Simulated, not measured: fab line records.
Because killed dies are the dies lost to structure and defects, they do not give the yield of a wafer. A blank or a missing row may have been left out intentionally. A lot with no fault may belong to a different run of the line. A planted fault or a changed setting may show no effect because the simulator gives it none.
Problem report in the 8D (eight disciplines) form, filled by code | flow sky130 | the parts of the form that need people (team, actions taken, sign-off) are left out

== 1. WHAT IS WRONG ==
At SKY_CONTACT_ETCH_17, oes product au averages 1.627 a.u. over 6 wafers from 2 lots, while fault-free wafers read 0.892 a.u., standard deviation 0.0046. That is +99 or more standard deviations from the usual mean.
The step: etches SiO2 in C4F8/O2/Ar, stops on Si3N4, target depth 340 nm.
First seen on wafer L757.1, day 35 19:59, on rie diel-02. Wafers with a number at this step in the record: 33, from 11 lots. The rule behind "out" and "out of limits": a value lying over 4 standard deviations away from the usual mean. The rest of the wafers with a number are treated as sound.

== 2. WHAT IT IS AND WHAT IT IS NOT ==
question                    | is                     | is not
which readings at this step | oes product au         | rf fwd power W
which lots                  | L757, L758             | L747, L749, L751, L752, L753, L764, L765, L766, L768
which wafers of those lots  | all that have a number | -
read on which tools         | rie diel-02            | rie diel-03, rie diel-04
when                        | from day 35 19:59      | up to then (15 sound wafers); but 12 sound wafers of L764, L765, L766, L768 came after

== 3. THE SUSPECTS, EACH WITH WHAT RULES IT OUT ==
Counting: any tool at a process step up to the reading is kept as a suspect provided that every lot that is out went through it and no sound lot did after the first of them.
- pvd sputter-01 at SKY_LI_CONTACT_SPUTTER_20 (material TiN, target thk 20 nm, time 80 s): ruled out as a lasting fault. Following L757 (day 33 13:01), the first lot on it that is out, the sound lots L768 were run on it.
- rie metal-04 at SKY_LOCAL_INTERCONNECT_ETCH_13 (etches BARC in N2/H2, stops on SiO2, time 45.9 s, target depth 60 nm): ruled out as a lasting fault. Following L757 (day 34 16:17), the first lot on it that is out, the sound lots L764 were run on it.
- cmp-02 at SKY_CONTACT_CMP_04 (polishes SiO2): ruled out as a lasting fault. Following L757 (day 34 17:13), the first lot on it that is out, the sound lots L764, L765, L766 were run on it.
- rie diel-02 at SKY_CONTACT_ETCH_17 (etches SiO2 in C4F8/O2/Ar, stops on Si3N4, target depth 340 nm): ruled out as a lasting fault. Following L757 (day 35 19:59), the first lot on it that is out, the sound lots L765 were run on it.
Left after counting: nothing in the record.

== 4. THE CAUSE (what the simulator had put in) ==
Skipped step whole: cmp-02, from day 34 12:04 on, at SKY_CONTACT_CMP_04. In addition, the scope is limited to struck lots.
Counting ruled it out, wrongly: the rule takes a fault to strike every lot that its tool runs from its start on, and this one did not.

== 5. THE EFFECT CHAIN, in route order ==
Each row: a reading where the mean over the struck wafers with a number is more than 3 standard deviations away from the usual. Only readings whose record carries a usual standard deviation are examined. hours: median over the lots of the time between each lot's start at the first step of this table that gives one and its start at this step. sigmas: the change, counted in usual standard deviations.
hours | step                  | reading            | usual      | on struck wafers | change | sigmas
0     | SKY_CONTACT_ETCH_17   | oes product au     | 0.892 a.u. | 1.627            | +0.735 | +99 or more
317   | SKY_PAD_OPEN_PROBE_99 | killed at contacts | 24         | 432              | +408   | +80
317   | SKY_PAD_OPEN_PROBE_99 | killed dies        | 84         | 492              | +408   | +41
317   | SKY_PAD_OPEN_PROBE_99 | killed on rim      | 16         | 96               | +80    | +20
Its process steps:
- SKY_CONTACT_ETCH_17: etches SiO2 in C4F8/O2/Ar, stops on Si3N4, target depth 340 nm.
- SKY_PAD_OPEN_PROBE_99
Readings that are blank on the struck wafers while sound wafers have them: edge zone pressure frac at SKY_CONTACT_CMP_04; head pressure psi at SKY_CONTACT_CMP_04; motor current A at SKY_CONTACT_CMP_04; slurry flow ml min at SKY_CONTACT_CMP_04; time to endpoint s at SKY_CONTACT_CMP_04.

== 6. WHAT WOULD HAVE CAUGHT IT SOONER ==
The fault began at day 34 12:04; the first out-of-limits reading in this record came at day 35 19:59, 32 hours later.
At SKY_CONTACT_CMP_04 the tool's readings are blank on the struck wafers, where sound wafers have them: an empty tool record is the first sign, and it was there at once.
